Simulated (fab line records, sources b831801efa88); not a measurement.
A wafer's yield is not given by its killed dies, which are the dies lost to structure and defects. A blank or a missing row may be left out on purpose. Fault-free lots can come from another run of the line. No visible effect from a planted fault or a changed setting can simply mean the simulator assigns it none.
fab line records -- flow gf180mcu
record: lots: 6, wafers: 18, last_day: 33
route steps=602 shown M1@327 V1@335 M2@362
lots that met no fault: taken from a fault-free run of the same line
start_h: hours from the record's opening day to when the first of the lot's shown wafers began -- wait_h: how many hours have passed since the lot's step before this one -- " identical to the entry in the row above -- L1.1+2: a single row standing in for several wafers -- - no value present, or no start provided -- * or withheld: withheld -- < > ~ a bound
route shown NAME@n: a module of which the file shows steps, and the number in the route of the first -- usual: the fault-free wafers' mean and standard deviation -- same: alike in all rows -- chamber/n: place in a boat -- sites: per-site readings -- _std_site: the standard deviation of these -- _edge_site: outer sites' mean less inner sites' -- radius_mm: how far each site lies from the wafer's centre -- mask NAME#n: copy n -- behind: tool/chamber where the wafer was last shaped -- hold: why the lot went on hold/how many hours it stayed there/how the hold came to an end -- device: whichever transistor did not switch (one of n, p or np) -- end of line: at the end of the route, the tests of the same wafers -- a step with no rows: only its recipe -- killed: dies lost to structure and defects at the first sort, not the wafer's yield -- map: the dies of a wafer, with x for killed, . for not killed, _ for no die there
set.NAME: setting as actually run; set.NAME@STEP: the setting as run at that earlier step -- model.NAME: the simulator's own value behind a step, which no gauge read
lots at selected steps of the route; one table per step, one row per wafer
services: the hour from which a tool's chamber was out of use, counted from the record's first day as start_h (under 0 if before that day), plus the number of hours and why
== steps ==
step: GF_M1_PEB_12
recipe: peb_temp_c: 135, peb_time_s: 90, resist: KrF
step: GF_M1_DEVELOP_13
recipe: develop_time_s: 60, dev_temp_c: 21
step: GF_M1_CD_MEAS_14
recipe: target_cd_nm: 230
usual: cd_nm: 230.5/1.3
lot.wafer,tool,chamber,start_h,wait_h,cd_nm
L969.2,cd_sem-01,-,395.41,0.1,229.7
L969.5,cd_sem-01,-,395.41,0.1,230.5
L969.6,cd_sem-01,-,395.41,0.1,230.2
L971.1,cd_sem-01,-,412.69,0.1,230.3
L971.4,cd_sem-01,-,412.69,0.1,231.5
L971.6,cd_sem-01,-,412.69,0.1,231.4
L974.2,cd_sem-02,-,439.46,0.1,230.3
L974.4,cd_sem-02,-,439.46,0.1,231.4
L974.5,cd_sem-02,-,439.46,0.1,229.3
L978.1,cd_sem-02,-,479.63,0.1,229.3
L978.4,cd_sem-02,-,479.63,0.1,228.1
L978.6,cd_sem-02,-,479.63,0.1,229.0
L987.1,cd_sem-02,-,551.78,0.1,231.1
L987.2,cd_sem-02,-,551.78,0.1,230.8
L987.6,cd_sem-02,-,551.78,0.1,231.3
L988.2,cd_sem-01,-,556.55,0.1,230.0
L988.3,cd_sem-01,-,556.55,0.1,229.4
L988.6,cd_sem-01,-,556.55,0.1,231.4
step: GF_M1_OVL_MEAS_15
usual: M1_OVL: -3/5.1
lot.wafer,tool,chamber,start_h,wait_h,M1_OVL[nm]
L969.2,overlay-02,-,395.51,0.1,-2
L969.5,overlay-02,-,395.51,0.1,-6
L969.6,overlay-02,-,395.51,0.1,0
L971.1,overlay-01,-,412.81,0.1,-11
L971.4,overlay-01,-,412.81,0.1,-12
L971.6,overlay-01,-,412.81,0.1,-10
L974.2,overlay-01,-,439.57,0.1,0
L974.4,overlay-01,-,439.57,0.1,-1
L974.5,overlay-01,-,439.57,0.1,-4
L978.1,overlay-01,-,479.75,0.1,-12
L978.4,overlay-01,-,479.75,0.1,-1
L978.6,overlay-01,-,479.75,0.1,-2
L987.1,overlay-01,-,551.90,0.1,-4
L987.2,overlay-01,-,551.90,0.1,-8
L987.6,overlay-01,-,551.90,0.1,-2
L988.2,overlay-01,-,556.66,0.1,3
L988.3,overlay-01,-,556.66,0.1,-3
L988.6,overlay-01,-,556.66,0.1,-2
step: GF_M1_METAL_ETCH_16
recipe: chemistry: Cl2/BCl3, mask_material: KrF, target_depth_nm: 627.5, stop_on: SiO2, pressure_mtorr: 8, icp_w: 800, bias_w: 140, Cl2_flow_sccm: 80, bcl3_flow_sccm: 40, time_s: 104.6
usual: bcl3_flow_sccm: 40.02/0.12, drypump_motor_current_A: 5.9/0.31, oes_product_au: 0.974/0.0064, throttle_valve_pct: 28.246/0.011
lot.wafer,tool,chamber,start_h,wait_h,bcl3_flow_sccm,drypump_motor_current_A,oes_product_au,rf_hours_counter_h,throttle_valve_pct
L969.2,rie_metal-03,0,395.54,0.0,39.89,6.4,0.977,8,28.246
L969.5,rie_metal-03,1,395.54,0.0,39.96,5.6,0.973,-,28.254
L969.6,rie_metal-03,0,395.54,0.0,40.09,6.4,0.975,-,28.246
L971.1,rie_metal-04,1,412.85,0.0,40.02,5.7,0.975,1,28.247
L971.4,rie_metal-04,1,412.85,0.0,40.14,5.7,0.976,-,28.263
L971.6,rie_metal-04,1,412.85,0.0,39.96,5.7,0.974,-,28.252
L974.2,rie_metal-04,0,439.60,0.0,40.00,5.9,0.977,12,28.243
L974.4,rie_metal-04,1,439.60,0.0,40.16,5.7,0.988,-,28.234
L974.5,rie_metal-04,0,439.60,0.0,40.06,5.9,0.975,-,28.226
L978.1,rie_metal-01,0,479.79,0.0,40.11,6.3,0.974,10,28.248
L978.4,rie_metal-01,0,479.79,0.0,39.86,6.3,0.969,-,28.252
L978.6,rie_metal-01,1,479.79,0.0,40.12,5.6,0.965,-,28.259
L987.1,rie_metal-03,0,551.94,0.0,40.02,6.4,0.974,11,28.242
L987.2,rie_metal-03,1,551.94,0.0,40.10,5.7,0.967,11,28.251
L987.6,rie_metal-03,0,551.94,0.0,40.10,6.4,0.970,-,28.240
L988.2,rie_metal-04,0,556.69,0.0,40.14,5.9,0.976,2,28.254
L988.3,rie_metal-04,0,556.69,0.0,39.87,5.9,0.975,-,28.241
L988.6,rie_metal-04,1,556.69,0.0,39.85,5.7,0.966,-,28.253
step: GF_M1_STRIP_17
recipe: chemistry: O2/N2, power_w: 1400, pressure_mtorr: 1500, platen_temp_c: 250, o2_flow_sccm: 3000, n2_flow_sccm: 300, overash_fraction: 0.5
step: GF_M1_STRIP_18
recipe: chemistry: post_etch_residue_remover, time_s: 1200, temp_c: 72.5
step: GF_M1_CLEAN_19
recipe: chemistry: DIW, dry: n2_spin
step: GF_V1_CVD_00
recipe: material: SiO2, target_thk_nm: 600, sigma_open_frac: 0.3, temp_c: 400, time_s: 100, sih4_flow_sccm: 60, pressure_mtorr: 6
step: GF_V1_THK_MEAS_01
recipe: reads: SiO2_of_V1_CVD_00
usual: V1_CVD_00_THK: 601/4.9
lot.wafer,tool,chamber,start_h,wait_h,V1_CVD_00_THK[nm]
L969.2,film_metro-04,-,396.28,0.0,599
L969.5,film_metro-04,-,396.28,0.0,603
L969.6,film_metro-04,-,396.28,0.0,596
L971.1,film_metro-03,-,413.57,0.0,601
L971.4,film_metro-03,-,413.57,0.0,600
L971.6,film_metro-03,-,413.57,0.0,608
L974.2,film_metro-02,-,440.32,0.0,605
L974.4,film_metro-02,-,440.32,0.0,604
L974.5,film_metro-02,-,440.32,0.0,601
L978.1,film_metro-02,-,480.54,0.0,609
L978.4,film_metro-02,-,480.54,0.0,591
L978.6,film_metro-02,-,480.54,0.0,595
L987.1,film_metro-04,-,552.69,0.0,594
L987.2,film_metro-04,-,552.69,0.0,597
L987.6,film_metro-04,-,552.69,0.0,604
L988.2,film_metro-04,-,557.41,0.0,598
L988.3,film_metro-04,-,557.41,0.0,596
L988.6,film_metro-04,-,557.41,0.0,600
step: GF_V1_CVD_02
recipe: material: SiO2, target_thk_nm: 850, precursor: TEOS, temp_c: 400, time_s: 94.851, rf_w: 600
step: GF_V1_THK_MEAS_03
recipe: reads: SiO2_of_V1_CVD_02
usual: V1_CVD_02_THK: 852/10
lot.wafer,tool,chamber,start_h,wait_h,V1_CVD_02_THK[nm]
L969.2,film_metro-03,-,396.41,0.0,856
L969.5,film_metro-03,-,396.41,0.0,864
L969.6,film_metro-03,-,396.41,0.0,865
L971.1,film_metro-04,-,413.74,0.1,834
L971.4,film_metro-04,-,413.74,0.1,857
L971.6,film_metro-04,-,413.74,0.1,852
L974.2,film_metro-04,-,440.45,0.0,834
L974.4,film_metro-04,-,440.45,0.0,849
L974.5,film_metro-04,-,440.45,0.0,849
L978.1,film_metro-04,-,480.67,0.0,834
L978.4,film_metro-04,-,480.67,0.0,855
L978.6,film_metro-04,-,480.67,0.0,845
L987.1,film_metro-02,-,552.82,0.0,844
L987.2,film_metro-02,-,552.82,0.0,850
L987.6,film_metro-02,-,552.82,0.0,860
L988.2,film_metro-03,-,557.54,0.0,830
L988.3,film_metro-03,-,557.54,0.0,841
L988.6,film_metro-03,-,557.54,0.0,843
step: GF_V1_CMP_04
recipe: material: SiO2, down_force_psi: 4, platen_rpm: 60, pad_velocity_m_s: 0.94248
usual: motor_current_A: 11.9/1.3, retaining_ring_pressure_frac: 1.001/0.0053, time_to_endpoint_s: 81/4.3
lot.wafer,tool,chamber,start_h,wait_h,motor_current_A,retaining_ring_pressure_frac,time_to_endpoint_s,model.SiO2_of_V1_CVD_02.thk_nm
L969.2,cmp-02,0,396.51,0.1,11.0,1.006,85,633.7
L969.5,cmp-02,3,396.51,0.1,14.4,1.001,86,633.4
L969.6,cmp-02,0,396.51,0.1,10.3,1.014,85,632.5
L971.1,cmp-01,0,413.80,0.1,11.2,1.003,75,633.3
L971.4,cmp-01,2,413.80,0.1,13.0,0.997,79,632.5
L971.6,cmp-01,0,413.80,0.1,11.0,1.002,77,633.1
L974.4,cmp-01,1,440.60,0.1,11.8,0.997,105,708.8
L974.2,cmp-01,2,440.60,0.1,12.3,0.998,98,703.4
L974.5,cmp-01,0,440.60,0.1,11.0,1.005,105,708.7
L978.4,cmp-01,1,480.73,0.0,11.5,0.999,108,710.8
L978.1,cmp-01,3,480.73,0.0,10.9,1.001,98,703.4
L978.6,cmp-01,2,480.73,0.0,12.0,0.996,103,706.3
L987.2,cmp-02,1,552.93,0.1,11.5,1.001,81,632.9
L987.1,cmp-02,2,552.93,0.1,13.1,0.999,77,632.7
L987.6,cmp-02,1,552.93,0.1,11.6,0.997,86,632.1
L988.2,cmp-02,1,557.69,0.1,11.6,0.996,72,631.7
L988.3,cmp-02,2,557.69,0.1,12.4,0.999,71,631.7
L988.6,cmp-02,0,557.69,0.1,10.4,0.995,78,632.2
step: GF_V1_BOW_MEAS_05
recipe: mode: bow
usual: V1_BOW: 81/7
lot.wafer,tool,chamber,start_h,wait_h,V1_BOW[um]
L969.2,film_metro-02,-,396.78,0.2,93
L969.5,film_metro-02,-,396.78,0.2,83
L969.6,film_metro-02,-,396.78,0.2,78
L971.1,film_metro-04,-,414.10,0.2,84
L971.4,film_metro-04,-,414.10,0.2,76
L971.6,film_metro-04,-,414.10,0.2,73
L974.2,film_metro-04,-,440.82,0.1,83
L974.4,film_metro-04,-,440.82,0.1,76
L974.5,film_metro-04,-,440.82,0.1,95
L978.1,film_metro-02,-,481.03,0.1,95
L978.4,film_metro-02,-,481.03,0.1,88
L978.6,film_metro-02,-,481.03,0.1,100
L987.1,film_metro-02,-,553.18,0.1,81
L987.2,film_metro-02,-,553.18,0.1,97
L987.6,film_metro-02,-,553.18,0.1,87
L988.2,film_metro-04,-,557.91,0.2,76
L988.3,film_metro-04,-,557.91,0.2,80
L988.6,film_metro-04,-,557.91,0.2,78
step: GF_V1_DEHYDRATE_06
recipe: temp_c: 200, time_s: 60
step: GF_V1_HMDS_07
recipe: prime_time_s: 60, prime_temp_c: 120
step: GF_V1_COAT_08
recipe: resist: BARC, temp_c: withheld, time_s: withheld, spin_rpm: withheld, resist_thk_nm: withheld
step: GF_V1_COAT_09
recipe: resist: KrF, spin_rpm: withheld, resist_thk_nm: 1000
step: GF_V1_SOFTBAKE_10
recipe: temp_c: 130, time_s: 60, resist: KrF
step: GF_V1_EXPOSE_11
recipe: mask_id: Via1, target_cd_nm: 260, na: 0.68, source_shape: conventional, sigma_outer: 0.6, dose_mj: 38
step: GF_V1_PEB_12
recipe: peb_temp_c: 135, peb_time_s: 90, resist: KrF
step: GF_V1_DEVELOP_13
recipe: develop_time_s: 60, resist: KrF, dev_temp_c: 21
step: GF_V1_CD_MEAS_14
recipe: target_cd_nm: 260
usual: cd_nm: 260.2/1.3
lot.wafer,tool,chamber,start_h,wait_h,cd_nm
L969.2,cd_sem-02,-,420.76,0.1,259.1
L969.5,cd_sem-02,-,420.76,0.1,259.0
L969.6,cd_sem-02,-,420.76,0.1,259.0
L971.1,cd_sem-02,-,437.79,0.1,261.9
L971.4,cd_sem-02,-,437.79,0.1,260.8
L971.6,cd_sem-02,-,437.79,0.1,260.6
L974.2,cd_sem-02,-,464.75,0.1,258.8
L974.4,cd_sem-02,-,464.75,0.1,260.2
L974.5,cd_sem-02,-,464.75,0.1,260.2
L978.1,cd_sem-01,-,504.94,0.1,263.5
L978.4,cd_sem-01,-,504.94,0.1,262.7
L978.6,cd_sem-01,-,504.94,0.1,262.2
L987.1,cd_sem-02,-,574.84,0.1,259.6
L987.2,cd_sem-02,-,574.84,0.1,260.3
L987.6,cd_sem-02,-,574.84,0.1,260.3
L988.2,cd_sem-02,-,579.71,0.1,259.6
L988.3,cd_sem-02,-,579.71,0.1,260.2
L988.6,cd_sem-02,-,579.71,0.1,258.5
step: GF_V1_OVL_MEAS_15
usual: V1_OVL: 0/5
lot.wafer,tool,chamber,start_h,wait_h,V1_OVL[nm]
L969.2,overlay-01,-,420.87,0.1,0
L969.5,overlay-01,-,420.87,0.1,-2
L969.6,overlay-01,-,420.87,0.1,2
L971.1,overlay-01,-,437.91,0.1,-10
L971.4,overlay-01,-,437.91,0.1,-5
L971.6,overlay-01,-,437.91,0.1,-7
L974.2,overlay-02,-,464.86,0.1,-3
L974.4,overlay-02,-,464.86,0.1,-5
L974.5,overlay-02,-,464.86,0.1,-5
L978.1,overlay-01,-,505.06,0.1,3
L978.4,overlay-01,-,505.06,0.1,15
L978.6,overlay-01,-,505.06,0.1,7
L987.1,overlay-01,-,574.96,0.1,0
L987.2,overlay-01,-,574.96,0.1,-9
L987.6,overlay-01,-,574.96,0.1,-6
L988.2,overlay-01,-,579.82,0.1,-4
L988.3,overlay-01,-,579.82,0.1,-2
L988.6,overlay-01,-,579.82,0.1,1
step: GF_V1_ETCH_16
recipe: chemistry: N2/H2, target_depth_a: withheld, overetch_a: withheld, time_s: withheld, target: BARC, ion_energy_ev: 200, source_w: 500, bias_w: 100, pressure_mtorr: 30, n2_flow_sccm: 100, h2_flow_sccm: 200
step: GF_V1_ETCH_17
recipe: chemistry: C4F8/O2/Ar, mask_material: KrF, target: SiO2, stop_on: TiN, source_w: 1500, bias_w: 1200, pressure_mtorr: 40, c4f8_flow_sccm: withheld, O2_flow_sccm: 6, Ar_flow_sccm: 300, time_s: withheld, target_depth_a: 6300
usual: oes_product_au: 0.856/0.0049
lot.wafer,tool,chamber,start_h,wait_h,oes_product_au,model.etch.depth_nm,model.V1.feature_depth_nm
L969.2,rie_diel-01,2,-,-,0.859,633.7,633.7
L969.5,rie_diel-01,2,-,-,0.864,633.4,633.4
L969.6,rie_diel-01,1,-,-,0.857,632.5,632.5
L971.1,rie_diel-01,1,-,-,0.864,633.3,633.3
L971.4,rie_diel-01,3,-,-,0.848,632.5,632.5
L971.6,rie_diel-01,1,-,-,0.863,633.1,633.1
L974.2,rie_diel-01,0,-,-,0.912,703.4,703.4
L974.4,rie_diel-01,1,-,-,0.911,708.8,708.8
L974.5,rie_diel-01,1,-,-,0.915,708.7,708.7
L978.1,rie_diel-02,2,-,-,0.915,703.4,703.4
L978.4,rie_diel-02,1,-,-,0.919,710.8,710.8
L978.6,rie_diel-02,3,-,-,0.909,706.3,706.3
L987.1,rie_diel-01,1,-,-,0.850,632.7,632.7
L987.2,rie_diel-01,2,-,-,0.860,632.9,632.9
L987.6,rie_diel-01,0,-,-,0.851,632.1,632.1
L988.2,rie_diel-02,3,-,-,0.860,631.7,631.7
L988.3,rie_diel-02,0,-,-,0.852,631.7,631.7
L988.6,rie_diel-02,0,-,-,0.850,632.2,632.2
step: GF_V1_STRIP_18
recipe: chemistry: O2/N2, power_w: 1400, pressure_mtorr: 1500, platen_temp_c: 250, o2_flow_sccm: 3000, n2_flow_sccm: 300, overash_fraction: 0.5
step: GF_V1_STRIP_19
recipe: chemistry: post_etch_residue_remover, time_s: 1200, temp_c: 72.5
step: GF_V1_CLEAN_20
recipe: chemistry: DIW, dry: n2_spin
step: GF_V1_SPUTTER_21
recipe: material: Ti, target_thk_nm: 15, chamber_pressure_pa: 5, power_w: 2500, substrate_temp_c: 200, time_s: 80.02
usual: throttle_valve_pct: 30.1/0.63
lot.wafer,tool,chamber,start_h,wait_h,throttle_valve_pct
L969.2,pvd_sputter-04,-,421.90,0.0,30.4
L969.5,pvd_sputter-04,-,421.90,0.0,30.6
L969.6,pvd_sputter-04,-,421.90,0.0,28.8
L971.1,pvd_sputter-02,-,438.62,0.0,30.5
L971.4,pvd_sputter-02,-,438.62,0.0,30.7
L971.6,pvd_sputter-02,-,438.62,0.0,30.8
L974.2,pvd_sputter-01,-,465.58,0.0,30.0
L974.4,pvd_sputter-01,-,465.58,0.0,30.2
L974.5,pvd_sputter-01,-,465.58,0.0,30.1
L978.1,pvd_sputter-04,-,505.76,0.0,30.0
L978.4,pvd_sputter-04,-,505.76,0.0,30.2
L978.6,pvd_sputter-04,-,505.76,0.0,30.2
L987.1,pvd_sputter-04,-,575.67,0.0,30.5
L987.2,pvd_sputter-04,-,575.67,0.0,30.5
L987.6,pvd_sputter-04,-,575.67,0.0,30.2
L988.2,pvd_sputter-02,-,580.54,0.0,29.9
L988.3,pvd_sputter-02,-,580.54,0.0,30.5
L988.6,pvd_sputter-02,-,580.54,0.0,30.4
step: GF_V1_SPUTTER_22
recipe: material: TiN, target_thk_nm: 10, chamber_pressure_pa: 5, power_w: 4000, time_s: 40
usual: throttle_valve_pct: 30.1/0.63
lot.wafer,tool,chamber,start_h,wait_h,throttle_valve_pct
L969.2,pvd_sputter-04,-,421.96,0.0,30.3
L969.5,pvd_sputter-04,-,421.96,0.0,30.2
L969.6,pvd_sputter-04,-,421.96,0.0,28.6
L971.1,pvd_sputter-02,-,438.68,0.0,30.6
L971.4,pvd_sputter-02,-,438.68,0.0,31.0
L971.6,pvd_sputter-02,-,438.68,0.0,30.4
L974.2,pvd_sputter-01,-,465.64,0.0,30.0
L974.4,pvd_sputter-01,-,465.64,0.0,30.2
L974.5,pvd_sputter-01,-,465.64,0.0,30.4
L978.1,pvd_sputter-04,-,505.82,0.0,30.1
L978.4,pvd_sputter-04,-,505.82,0.0,30.3
L978.6,pvd_sputter-04,-,505.82,0.0,30.2
L987.1,pvd_sputter-04,-,575.73,0.0,30.3
L987.2,pvd_sputter-04,-,575.73,0.0,30.3
L987.6,pvd_sputter-04,-,575.73,0.0,30.4
L988.2,pvd_sputter-02,-,580.60,0.0,29.9
L988.3,pvd_sputter-02,-,580.60,0.0,30.8
L988.6,pvd_sputter-02,-,580.60,0.0,30.7
step: GF_V1_CVD_23
recipe: material: W, target_thk_nm: 350, time_s: 105.05, temp_c: 400, pressure_torr: 40
usual: heater_power_w: 881/65
lot.wafer,tool,chamber,start_h,wait_h,heater_power_w
L969.2,cvd_w-01,1,422.00,0.0,834
L969.5,cvd_w-01,1,422.00,0.0,841
L969.6,cvd_w-01,0,422.00,0.0,825
L971.1,cvd_w-02,1,438.72,0.0,866
L971.4,cvd_w-02,1,438.72,0.0,843
L971.6,cvd_w-02,1,438.72,0.0,838
L974.2,cvd_w-02,0,465.68,0.0,979
L974.4,cvd_w-02,1,465.68,0.0,826
L974.5,cvd_w-02,1,465.68,0.0,843
L978.1,cvd_w-01,1,505.86,0.0,830
L978.4,cvd_w-01,1,505.86,0.0,840
L978.6,cvd_w-01,0,505.86,0.0,841
L987.1,cvd_w-02,1,575.77,0.0,859
L987.2,cvd_w-02,0,575.77,0.0,1006
L987.6,cvd_w-02,1,575.77,0.0,876
L988.2,cvd_w-01,1,580.64,0.0,842
L988.3,cvd_w-01,0,580.64,0.0,843
L988.6,cvd_w-01,0,580.64,0.0,830
step: GF_V1_RS_MEAS_24
recipe: thk_meas_gauge: four-point-probe, reads: W_of_V1_CVD_23+TiN_of_V1_SPUTTER_22+Ti_of_V1_SPUTTER_21
usual: V1_W_RS: 0.3269/0.003
lot.wafer,tool,chamber,start_h,wait_h,V1_W_RS[ohm/sq]
L969.2,film_metro-04,-,422.13,0.1,0.3316
L969.5,film_metro-04,-,422.13,0.1,0.3261
L969.6,film_metro-04,-,422.13,0.1,0.3295
L971.1,film_metro-02,-,438.83,0.1,0.3298
L971.4,film_metro-02,-,438.83,0.1,0.3282
L971.6,film_metro-02,-,438.83,0.1,0.3295
L974.2,film_metro-04,-,465.81,0.1,0.3248
L974.4,film_metro-04,-,465.81,0.1,0.3260
L974.5,film_metro-04,-,465.81,0.1,0.3257
L978.1,film_metro-02,-,505.97,0.1,0.3237
L978.4,film_metro-02,-,505.97,0.1,0.3264
L978.6,film_metro-02,-,505.97,0.1,0.3272
L987.1,film_metro-04,-,575.88,0.1,0.3280
L987.2,film_metro-04,-,575.88,0.1,0.3291
L987.6,film_metro-04,-,575.88,0.1,0.3283
L988.2,film_metro-04,-,580.77,0.1,0.3274
L988.3,film_metro-04,-,580.77,0.1,0.3290
L988.6,film_metro-04,-,580.77,0.1,0.3352
step: GF_V1_THK_MEAS_25
recipe: thk_meas_gauge: xrf, reads: W_of_V1_CVD_23
usual: V1_W_THK: 361/4.7
lot.wafer,tool,chamber,start_h,wait_h,V1_W_THK[nm]
L969.2,film_metro-04,-,422.24,0.1,355
L969.5,film_metro-04,-,422.24,0.1,358
L969.6,film_metro-04,-,422.24,0.1,355
L971.1,film_metro-02,-,438.95,0.1,359
L971.4,film_metro-02,-,438.95,0.1,361
L971.6,film_metro-02,-,438.95,0.1,360
L974.2,film_metro-04,-,465.92,0.1,359
L974.4,film_metro-04,-,465.92,0.1,359
L974.5,film_metro-04,-,465.92,0.1,357
L978.1,film_metro-02,-,506.09,0.1,370
L978.4,film_metro-02,-,506.09,0.1,364
L978.6,film_metro-02,-,506.09,0.1,366
L987.1,film_metro-04,-,576.00,0.1,358
L987.2,film_metro-04,-,576.00,0.1,358
L987.6,film_metro-04,-,576.00,0.1,358
L988.2,film_metro-04,-,580.88,0.1,361
L988.3,film_metro-04,-,580.88,0.1,356
L988.6,film_metro-04,-,580.88,0.1,349
step: GF_V1_CMP_26
recipe: stop_on: SiO2, down_force_psi: 3.5, platen_rpm: 60, t_overpolish_s: 15, target_thk_nm: 0, pad_velocity_m_s: 0.94248
usual: motor_current_A: 10.9/1.2, retaining_ring_pressure_frac: 1.000/0.0055
lot.wafer,tool,chamber,start_h,wait_h,motor_current_A,retaining_ring_pressure_frac,model.SiO2_of_V1_CVD_02.thk_nm
L969.2,cmp-01,2,422.44,0.2,11.6,0.999,629.9
L969.6,cmp-01,3,422.44,0.2,10.4,1.000,628.7
L969.5,cmp-01,0,422.44,0.2,10.0,1.002,629.7
L971.4,cmp-02,1,439.06,0.1,10.5,0.994,628.7
L971.1,cmp-02,2,439.06,0.1,12.2,0.997,629.5
L971.6,cmp-02,0,439.06,0.1,9.4,0.992,629.3
L974.2,cmp-02,2,466.02,0.1,11.9,1.012,699.6
L974.4,cmp-02,0,466.02,0.1,9.8,1.001,705
L974.5,cmp-02,1,466.02,0.1,11.5,0.997,704.9
L978.4,cmp-01,2,506.20,0.1,10.9,0.996,707
L978.1,cmp-01,3,506.20,0.1,10.1,0.991,699.6
L978.6,cmp-01,2,506.20,0.1,11.0,1.000,702.5
L987.1,cmp-02,3,576.06,0.1,13.1,1.002,628.9
L987.2,cmp-02,1,576.06,0.1,10.0,1.004,629.1
L987.6,cmp-02,0,576.06,0.1,9.7,0.999,628.3
L988.2,cmp-02,1,580.93,0.0,10.8,1.000,627.9
L988.3,cmp-02,0,580.93,0.0,9.1,1.001,627.9
L988.6,cmp-02,2,580.93,0.0,12.3,0.999,628.4
step: GF_M2_SPUTTER_00
recipe: material: Ti, target_thk_nm: 37.5, arriving_ion_energy_ev: 80, substrate_temp_c: 200, chamber_pressure_pa: 2, power_w: 4000, time_s: 150
usual: throttle_valve_pct: 30.3/0.69
lot.wafer,tool,chamber,start_h,wait_h,throttle_valve_pct
L969.2,pvd_sputter-01,-,422.59,0.1,29.7
L969.5,pvd_sputter-01,-,422.59,0.1,29.5
L969.6,pvd_sputter-01,-,422.59,0.1,30.1
L971.1,pvd_sputter-03,-,439.31,0.1,31.1
L971.4,pvd_sputter-03,-,439.31,0.1,30.8
L971.6,pvd_sputter-03,-,439.31,0.1,31.1
L974.2,pvd_sputter-02,-,466.27,0.2,30.5
L974.4,pvd_sputter-02,-,466.27,0.2,30.8
L974.5,pvd_sputter-02,-,466.27,0.2,30.5
L978.1,pvd_sputter-02,-,506.45,0.1,30.7
L978.4,pvd_sputter-02,-,506.45,0.1,29.9
L978.6,pvd_sputter-02,-,506.45,0.1,30.6
L987.1,pvd_sputter-01,-,576.36,0.2,30.1
L987.2,pvd_sputter-01,-,576.36,0.2,29.6
L987.6,pvd_sputter-01,-,576.36,0.2,30.0
L988.2,pvd_sputter-02,-,581.23,0.2,30.7
L988.3,pvd_sputter-02,-,581.23,0.2,29.9
L988.6,pvd_sputter-02,-,581.23,0.2,30.9
== services ==
tool,chamber,start_h,hours,kind
cvd_w-01,1,379.19,11.1,repair
pvd_sputter-01,-,387.58,1.8,repair
cvd_w-02,-,390.00,14.0,pm
cmp-01,-,395.40,13.1,repair
cmp-01,-,408.54,4.0,pm
cvd_w-02,-,412.91,0.8,repair
cvd_w-01,1,430.45,10.1,repair
cmp-01,-,432.85,0.3,repair
rie_diel-01,2,454.36,7.0,repair
cmp-02,-,482.59,1.3,repair
cvd_w-01,-,485.07,2.8,pm
cvd_w-02,-,486.22,5.5,repair
rie_metal-04,1,493.65,5.0,repair
rie_diel-01,-,496.68,2.8,pm
cmp-02,-,510.26,17.4,pm
rie_diel-01,0,523.97,30.5,repair
cvd_w-01,-,533.01,6.9,pm
cmp-02,-,534.16,1.7,repair
cvd_w-01,0,542.28,15.1,repair
cmp-01,-,542.74,15.3,pm
cmp-01,-,565.78,4.6,repair
cmp-02,-,567.36,0.5,repair
cmp-02,-,572.00,4.0,pm
rie_diel-01,-,577.20,14.6,pm
== key ==
first_sign: step: GF_V1_CMP_04, reading: time_to_endpoint_s, direction: up, sigmas: 5, usual: *, struck: *
effect: step: GF_V1_ETCH_17, reading: oes_product_au, direction: up, sigmas: 12, usual: 0.856, struck: 0.914
model_effect: step: GF_V1_CMP_04, value: SiO2_of_V1_CVD_02.thk_nm, without: 632.5, struck: 706.9
model_effect: step: GF_V1_ETCH_17, value: etch.depth_nm, without: 632.5, struck: 706.9
model_effect: step: GF_V1_CMP_26, value: SiO2_of_V1_CVD_02.thk_nm, without: 628.8, struck: 703.1
met_at GF_V1_CMP_04
struck_wafers L974.2,L974.4,L974.5,L978.1,L978.4,L978.6
onset_between 413.80 440.60
fault: kind: process_parameter_drift, tool: cmp-01, chamber: -, onset_h: 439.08, steps: GF_V1_CMP_04, channel: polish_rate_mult, offset: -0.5, shape: step, end_h: 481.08
